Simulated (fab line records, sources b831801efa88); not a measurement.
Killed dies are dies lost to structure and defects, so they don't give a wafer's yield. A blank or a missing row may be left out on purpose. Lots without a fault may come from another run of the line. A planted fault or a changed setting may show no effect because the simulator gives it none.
Which tool did it? | flow gf180mcu | 15 lots, 45 wafers sampled, at 6 steps of a route of 602

WHAT THE GAUGES READ, wafer by wafer
GF_HV_LDD_TW_MEAS_38. Usual: HV_LDD_3_TW 1432, standard deviation 8.
lot  | measured     | on            | HV_LDD_3_TW                   | flag
L644 | day 11 08:07 | film_metro-02 | 1437 1432 1435                |
L647 | day 12 10:13 | film_metro-02 | 1425 1435 1426                |
L648 | day 13 00:59 | film_metro-02 | 1439 1419 1423                |
L649 | day 13 13:13 | film_metro-04 | 1427 1427 1427                |
L651 | day 13 22:04 | film_metro-02 | 1425 1432 1425                |
L652 | day 14 05:46 | film_metro-02 | 1433 1443 1433                |
L653 | day 14 15:19 | film_metro-01 | 1430 1432 1425                |
L655 | day 15 05:50 | film_metro-04 | 1422 1422 1418                |
L656 | day 15 12:28 | film_metro-02 | 1446 1443 1453                |
L657 | day 15 19:16 | film_metro-02 | 1441 1442 1461                |
L660 | day 16 16:37 | film_metro-01 | 1310 1306 1302 1306 1304 1301 | OFF
L661 | day 17 00:31 | film_metro-04 | 1310 1311 1314 1311 1306 1311 | OFF
L662 | day 17 13:01 | film_metro-04 | 1299 1305 1305 1304 1308 1312 | OFF
L663 | day 17 17:35 | film_metro-01 | 1436 1434 1436                |
L667 | day 19 01:26 | film_metro-01 | 1420 1423 1418                |

GF_HV_LDD_TW_MEAS_50. Usual: HV_LDD_4_TW 567, standard deviation 3.1.
lot  | measured     | on            | HV_LDD_4_TW | flag
L644 | day 12 03:32 | film_metro-01 | 567 567 564 |
L647 | day 13 06:08 | film_metro-02 | 566 564 567 |
L648 | day 13 21:56 | film_metro-01 | 566 566 565 |
L649 | day 14 10:08 | film_metro-02 | 569 568 567 |
L651 | day 14 19:35 | film_metro-02 | 569 571 568 |
L652 | day 15 02:37 | film_metro-02 | 573 573 572 |
L653 | day 15 13:02 | film_metro-04 | 565 567 564 |
L655 | day 16 03:29 | film_metro-04 | 564 564 561 |
L656 | day 16 10:35 | film_metro-04 | 562 563 564 |
L657 | day 16 18:25 | film_metro-02 | 573 573 571 |
L660 | day 17 15:28 | film_metro-02 | 567 567 568 |
L661 | day 18 00:31 | film_metro-02 | 573 571 571 |
L662 | day 18 12:41 | film_metro-04 | 566 568 565 |
L663 | day 18 17:04 | film_metro-04 | 566 565 563 |
L667 | day 20 02:04 | film_metro-01 | 568 569 569 |

GF_HV_LDD_RS_MEAS_53: measures by four-point-probe. Usual: HV_LDD_RS 418.0 ohm/sq, standard deviation 0.83.
lot  | measured     | on            | HV_LDD_RS (ohm/sq)                  | flag
L644 | day 12 03:43 | film_metro-01 | 417.9 417.8 417.6                   |
L647 | day 13 06:20 | film_metro-04 | 418.4 417.9 417.0                   |
L648 | day 13 22:07 | film_metro-04 | 416.3 416.6 417.7                   |
L649 | day 14 10:20 | film_metro-01 | 416.4 415.9 417.1                   |
L651 | day 14 19:47 | film_metro-02 | 418.4 418.1 417.9                   |
L652 | day 15 02:47 | film_metro-02 | 417.1 417.8 417.0                   |
L653 | day 15 13:13 | film_metro-01 | 418.6 419.0 418.9                   |
L655 | day 16 03:41 | film_metro-01 | 417.2 418.0 417.8                   |
L656 | day 16 10:46 | film_metro-02 | 418.2 418.3 417.9                   |
L657 | day 16 18:35 | film_metro-02 | 417.7 417.0 418.0                   |
L660 | day 17 15:38 | film_metro-04 | 437.9 439.4 438.0 438.2 438.7 438.8 | OFF
L661 | day 18 00:41 | film_metro-04 | 440.6 440.8 440.0 440.5 441.1 440.6 | OFF
L662 | day 18 12:53 | film_metro-02 | 439.2 439.4 438.7 439.8 439.6 439.0 | OFF
L663 | day 18 17:15 | film_metro-01 | 417.2 416.0 415.8                   |
L667 | day 20 02:16 | film_metro-04 | 417.5 419.0 418.5                   |

WHICH TOOL RAN EACH LOT (tool, then ch and the chambers of the sampled wafers, then the start)
lot  | GF_POLY_GATE_ETCH_12               | GF_HV_LDD_IMPLANT_35            | GF_HV_LDD_RTA_52
L644 | rie_diel-01 ch 2,3, day 9 00:02    | implanter-02 ch 0, day 11 07:44 | rtp_anneal-02 ch 0, day 12 03:39
L647 | rie_diel-01 ch 0,1, day 9 22:21    | implanter-03 ch 0, day 12 09:51 | rtp_anneal-01 ch 0, day 13 06:15
L648 | rie_diel-02 ch 0,3, day 10 12:24   | implanter-03 ch 0, day 13 00:35 | rtp_anneal-01 ch 0, day 13 22:03
L649 | rie_diel-04 ch 0,1,3, day 10 23:37 | implanter-02 ch 0, day 13 12:50 | rtp_anneal-02 ch 0, day 14 10:15
L651 | rie_diel-01 ch 0,2, day 11 05:24   | implanter-02 ch 0, day 13 21:40 | rtp_anneal-02 ch 0, day 14 19:43
L652 | rie_diel-02 ch 0,1,3, day 11 14:51 | implanter-03 ch 0, day 14 05:22 | rtp_anneal-01 ch 0, day 15 02:43
L653 | rie_diel-02 ch 0,1,3, day 12 00:13 | implanter-01 ch 0, day 14 14:55 | rtp_anneal-02 ch 0, day 15 13:09
L655 | rie_diel-04 ch 0,2,3, day 12 11:56 | implanter-02 ch 0, day 15 05:28 | rtp_anneal-01 ch 0, day 16 03:36
L656 | rie_diel-02 ch 0,1,3, day 12 18:53 | implanter-01 ch 0, day 15 12:04 | rtp_anneal-01 ch 0, day 16 10:42
L657 | rie_diel-02 ch 1,2,3, day 13 01:22 | implanter-02 ch 0, day 15 18:52 | rtp_anneal-01 ch 0, day 16 18:31
L660 | rie_diel-01 ch 0,1,3, day 13 21:04 | implanter-02, day 16 16:13      | rtp_anneal-02 ch 0, day 17 15:34
L661 | rie_diel-04 ch 0,2,3, day 14 04:44 | implanter-03, day 17 00:07      | rtp_anneal-02 ch 0, day 18 00:37
L662 | rie_diel-04 ch 0,1, day 14 15:05   | implanter-01, day 17 12:38      | rtp_anneal-01 ch 0, day 18 12:47
L663 | rie_diel-01 ch 0,1,3, day 14 18:16 | implanter-01 ch 0, day 17 17:13 | rtp_anneal-02 ch 0, day 18 17:10
L667 | rie_diel-02 ch 0,3, day 16 01:17   | implanter-02 ch 0, day 19 01:02 | rtp_anneal-01 ch 0, day 20 02:11
- GF_POLY_GATE_ETCH_12: etches BARC in N2/H2.
- GF_HV_LDD_IMPLANT_35
- GF_HV_LDD_RTA_52: time 10 s.

WHAT THE TOOLS THEMSELVES READ (means of the sampled wafers that have a number; where no wafer has one, the mark that the record gives instead)
GF_POLY_GATE_ETCH_12. Usual: bias_w 100.0 W, standard deviation 0.31; chamber_pressure_mTorr 30.003 mTorr, standard deviation 0.028; drypump_motor_current_A 5.8 A, standard deviation 0.43; oes_product_au 0.736 a.u., standard deviation 0.0047; rf_fwd_power_W 495.9 W, standard deviation 1.8; throttle_valve_pct 13.214 %, standard deviation 0.0086.
lot  | tool        | bias_w (W) | chamber_pressure_mTorr (mTorr) | drypump_motor_current_A (A) | oes_product_au (a.u.) | rf_fwd_power_W (W) | throttle_valve_pct (%) | flag
L644 | rie_diel-01 | 100.1      | 30.025                         | 5.7                         | 0.735                 | 493.9              | 13.215                 |
L647 | rie_diel-01 | 100.1      | 29.981                         | 5.6                         | 0.736                 | 496.6              | 13.220                 |
L648 | rie_diel-02 | 100.3      | 30.005                         | 5.8                         | 0.742                 | 496.5              | 13.215                 |
L649 | rie_diel-04 | 99.9       | 30.023                         | 5.7                         | 0.733                 | 497.1              | 13.211                 |
L651 | rie_diel-01 | 99.7       | 30.001                         | 5.5                         | 0.733                 | 495.8              | 13.223                 |
L652 | rie_diel-02 | 99.9       | 30.005                         | 6.1                         | 0.731                 | 494.6              | 13.214                 |
L653 | rie_diel-02 | 100.3      | 30.021                         | 6.2                         | 0.736                 | 496.4              | 13.210                 |
L655 | rie_diel-04 | 99.9       | 29.994                         | 5.6                         | 0.730                 | 496.1              | 13.208                 |
L656 | rie_diel-02 | 100.0      | 30.023                         | 6.1                         | 0.733                 | 495.8              | 13.217                 |
L657 | rie_diel-02 | 100.0      | 30.004                         | 6.0                         | 0.733                 | 497.3              | 13.224                 |
L660 | rie_diel-01 | 100.0      | 29.969                         | 5.8                         | 0.736                 | 496.1              | 13.215                 |
L661 | rie_diel-04 | 100.2      | 29.993                         | 5.6                         | 0.734                 | 497.1              | 13.194                 |
L662 | rie_diel-04 | 100.1      | 30.032                         | 5.6                         | 0.734                 | 497.7              | 13.214                 |
L663 | rie_diel-01 | 99.7       | 29.992                         | 5.8                         | 0.739                 | 495.5              | 13.218                 |
L667 | rie_diel-02 | 99.7       | 30.017                         | 5.9                         | 0.740                 | 497.7              | 13.214                 |

GF_HV_LDD_IMPLANT_35. Usual: beam_energy_keV 60.002, standard deviation 0.018; beam_on_s 9.98 s, standard deviation 0.2.
lot  | tool         | beam_energy_keV | beam_on_s (s) | flag
L644 | implanter-02 | 60.012          | 9.94          |
L647 | implanter-03 | 59.984          | 9.87          |
L648 | implanter-03 | 60.000          | 9.95          |
L649 | implanter-02 | 59.993          | 9.95          |
L651 | implanter-02 | 60.014          | 9.76          |
L652 | implanter-03 | 60.013          | 10.02         |
L653 | implanter-01 | 60.003          | 9.80          |
L655 | implanter-02 | 59.996          | 10.02         |
L656 | implanter-01 | 60.022          | 9.91          |
L657 | implanter-02 | 59.994          | 10.08         |
L660 | implanter-02 | -               | -             | OFF
L661 | implanter-03 | -               | -             | OFF
L662 | implanter-01 | -               | -             | OFF
L663 | implanter-01 | 59.997          | 9.91          |
L667 | implanter-02 | 60.007          | 10.11         |

GF_HV_LDD_RTA_52. Usual: lamp_power_pct 33 %, standard deviation 3.4; wafer_temp_C_max 1008.2, standard deviation 1.6.
lot  | tool          | lamp_power_pct (%) | wafer_temp_C_max | flag
L644 | rtp_anneal-02 | 30                 | 1008.6           |
L647 | rtp_anneal-01 | 36                 | 1008.5           |
L648 | rtp_anneal-01 | 36                 | 1008.0           |
L649 | rtp_anneal-02 | 30                 | 1007.6           |
L651 | rtp_anneal-02 | 30                 | 1008.0           |
L652 | rtp_anneal-01 | 36                 | 1008.0           |
L653 | rtp_anneal-02 | 30                 | 1007.9           |
L655 | rtp_anneal-01 | 36                 | 1008.2           |
L656 | rtp_anneal-01 | 36                 | 1008.9           |
L657 | rtp_anneal-01 | 36                 | 1007.9           |
L660 | rtp_anneal-02 | 30                 | 1006.5           |
L661 | rtp_anneal-02 | 30                 | 1006.4           |
L662 | rtp_anneal-01 | 36                 | 1007.9           |
L663 | rtp_anneal-02 | 30                 | 1008.8           |
L667 | rtp_anneal-01 | 36                 | 1007.0           |

THE ANSWER, worked out from the rows above alone
Rule: a lot is off if the mean of its wafers that have a number lies more than 3 standard deviations from the usual mean. A lot without any number at a reading at which 4 lots or more have one is off too. The other lots that the step has rows for count as sound. The gauges are gone through in route order, then the tools' own readings, and for those a lot's mean is taken as printed above. The first step at which some lot is off is used, and at that step the reading that is off furthest; a lot without a number counts as furthest.
Off: L660, L661, L662, at GF_HV_LDD_TW_MEAS_38 (HV_LDD_3_TW).
A tool fits if, at a process step before that reading, it ran every lot that is off, and no sound lot after the first of them. The gauges at GF_HV_LDD_TW_MEAS_38 aren't tried: what is off there is off at GF_HV_LDD_IMPLANT_35 too, on other tools, and a gauge's error can't cause that. None of those tried fits.

WHAT THE SIMULATOR HAD PUT IN
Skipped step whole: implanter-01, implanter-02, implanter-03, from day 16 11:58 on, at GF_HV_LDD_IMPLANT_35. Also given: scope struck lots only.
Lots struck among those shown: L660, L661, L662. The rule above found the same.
